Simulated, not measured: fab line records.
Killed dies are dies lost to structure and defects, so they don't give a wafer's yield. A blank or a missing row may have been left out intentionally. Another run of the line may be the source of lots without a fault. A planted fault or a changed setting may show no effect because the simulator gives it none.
Which tool did it? / flow gf180mcu / Sampling: 7 lots, 21 wafers, 2 of 602 route steps

WHAT THE GAUGES SHOWED, per wafer
GF_LVPWELL_OVL_MEAS_07.
lot=L695; measured=day 4 09:12; on=overlay-02; LVPWELL_OVL (nm)=0.1 -0.9 0.0
lot=L698; measured=day 4 21:14; on=overlay-01; LVPWELL_OVL (nm)=-1.9 -0.8 -1.6
lot=L700; measured=day 5 14:17; on=overlay-01; LVPWELL_OVL (nm)=0.9 0.3 1.7
lot=L702; measured=day 5 20:26; on=overlay-02; LVPWELL_OVL (nm)=-150.4 -150.8 -149.2
lot=L709; measured=day 7 12:59; on=overlay-01; LVPWELL_OVL (nm)=1.1 -0.2 1.2
lot=L714; measured=day 8 19:35; on=overlay-01; LVPWELL_OVL (nm)=0.4 -0.2 0.3
lot=L716; measured=day 9 03:53; on=overlay-02; LVPWELL_OVL (nm)=-0.1 -0.3 0.3

EACH LOT AND THE TOOL THAT RAN IT (in order: tool; ch and the chambers of the sampled wafers; start)
lot=L695; GF_LVPWELL_EXPOSE_04=ilineStepper-02 ch 0, day 4 02:44
lot=L698; GF_LVPWELL_EXPOSE_04=ilineStepper-01 ch 0, day 4 14:27
lot=L700; GF_LVPWELL_EXPOSE_04=ilineStepper-01 ch 0, day 5 07:03
lot=L702; GF_LVPWELL_EXPOSE_04=ilineStepper-01 ch 0, day 5 14:17
lot=L709; GF_LVPWELL_EXPOSE_04=ilineStepper-02 ch 0, day 7 05:20
lot=L714; GF_LVPWELL_EXPOSE_04=ilineStepper-02 ch 0, day 8 11:49
lot=L716; GF_LVPWELL_EXPOSE_04=ilineStepper-02 ch 0, day 8 19:20
- GF_LVPWELL_EXPOSE_04: exposes mask LVPWELL, target cd 600 nm.

THE ANSWER, worked out from the rows above alone
Rule: the lots themselves supply what counts as usual. Put in order of their means at a reading, lots are off if they are a third of the lots or fewer, leave a main group of 4 or more, and stand apart from it by a gap of 3 or more times the standard deviation of the main group's means; of several such gaps the widest counts. The tables above print the reading to a certain number of digits; a main group whose means all agree to those digits is not used. Also off: a lot with no number at a reading for which 4 or more lots have one. Where the step has rows for the other lots, those lots are counted as sound.
Off: L702, seen at GF_LVPWELL_OVL_MEAS_07 (LVPWELL_OVL). The main group has a mean of 0.0 nm with a standard deviation of 0.77.
If a tool, at a process step before that reading, ran all the lots that are off and no sound lot after the first of them, it fits. Gauges at GF_LVPWELL_OVL_MEAS_07: tried the same way as those tools. One fits: ilineStepper-01 at GF_LVPWELL_EXPOSE_04. Its last sound lot is L700 (day 5 07:03), its first lot that is off L702 (day 5 14:17): a fault that began between those two fits.

WHAT WAS PUT IN BY THE SIMULATOR
Scanner matching overlay: ilineStepper-01, from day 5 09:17 on, at GF_LVPWELL_EXPOSE_04. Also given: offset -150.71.
Struck lots among those shown: L702. The rule above found the same.
